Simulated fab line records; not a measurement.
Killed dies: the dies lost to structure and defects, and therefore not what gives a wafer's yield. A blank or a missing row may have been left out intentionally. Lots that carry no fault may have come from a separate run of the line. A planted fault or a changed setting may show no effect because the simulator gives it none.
Comparing a struck lot with a sound one    flow sky130    19 steps out of a route of 708
Sound: these wafers, L297.2, L297.5, L297.6. Wafers L305.3, L305.5, L305.6 were the ones struck. At the end, the cause is stated.
At each step with rows: each side's tool, then ch and its chambers, then its first start. Under that, the readings that differ: sound wafers    struck wafers    difference of the means    sigmas: that difference in standard deviations of wafers without a fault.
alike: readings whose means differ by less than 2 such deviations, and words and numbers that are the same on both sides. not compared: withheld readings, readings that some wafer has no value for, bounds like >300 that may hide the same value, and numbers for which the record gives no deviation and whose values overlap.
A row with sigmas, a row that says differs or no value, or rows on one side alone: a step with any of these is where the two part. Non-overlapping numbers with no deviation appear without sigmas and do not part them. A reading that every wafer of one side lacks parts them only if that side has two wafers or more.

first, 3 steps without rows for these wafers: SKY_SD_P_EXPOSE_04 (exposes mask PSDM, target cd 380 nm); SKY_SD_P_PEB_05; SKY_SD_P_DEVELOP_06 (develop time 60 s).
SKY_SD_P_CD_MEAS_07 targets a cd of 380 nm.
  sound on cd sem-01 at day 27 21:09; struck on cd sem-02 at day 30 18:11
  alike: cd nm
SKY_SD_P_OVL_MEAS_08:
  sound on overlay-02 at day 27 21:16; struck on overlay-01 at day 30 18:16
  alike: SD_P_OVL
then, 1 step without rows for these wafers: SKY_SD_P_IMPLANT_09.
SKY_SD_P_STRIP_10: strips in O2/N2.
  sound on plasma asher-01 ch 0,1, day 27 21:26; struck on plasma asher-02 ch 0,1, day 30 18:29
  alike: drypump motor current A, oes product au, strip time to endpoint s
  not compared: rf hours counter h
SKY_SD_P_TW_MEAS_11:
  sound on film metro-02 at day 27 21:33; struck on film metro-02 at day 30 18:34
  alike: SD_P_TW
then, 4 steps without rows for these wafers: SKY_RES_XHIGH_DEHYDRATE_00 (time 60 s); SKY_RES_XHIGH_HMDS_01 (prime time 60 s); SKY_RES_XHIGH_COAT_02 (resist thk 1140 nm); SKY_RES_XHIGH_SOFTBAKE_03 (time 60 s).
SKY_RES_XHIGH_EXPOSE_04: exposes mask URPM, target cd 1270 nm.
  struck on iline stepper-01, day 31 08:04; sound on iline stepper-01 ch 0, day 28 11:16
  no value came back on the struck wafers for exposure dose mJ cm2, focus offset nm (nm), stage vel mm s (mm/s); on the sound wafers exposure dose mJ cm2 reads 140.14 140.14 139.90
  alike: mask
then, 3 steps without rows for these wafers: SKY_RES_XHIGH_PEB_05; SKY_RES_XHIGH_DEVELOP_06 (develop time 60 s); SKY_RES_XHIGH_IMPLANT_07.
SKY_RES_XHIGH_STRIP_08: strips in O2/N2.
  sound on plasma asher-03 ch 0,1, day 29 02:07; struck on plasma asher-04 ch 0,1, day 31 21:50
  alike: drypump motor current A, oes product au, strip time to endpoint s
  not compared: rf hours counter h
SKY_RES_XHIGH_TW_MEAS_09:
  sound on film metro-04 at day 29 02:13; struck on film metro-04 at day 31 21:56
reading       sound           struck    difference  sigmas
RES_XHIGH_TW  1640 1643 1647  30 30 30  -1613       -99 or more
then, 1 step without rows for these wafers: SKY_SD_N_DEHYDRATE_00 (time 60 s).

== WHERE THEY PART ==
First at SKY_RES_XHIGH_EXPOSE_04; last, within this record, at SKY_RES_XHIGH_TW_MEAS_09.

WHY: what the simulator had put in
Skipped step whole: iline stepper-01, from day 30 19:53 on, at SKY_RES_XHIGH_EXPOSE_04. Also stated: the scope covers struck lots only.
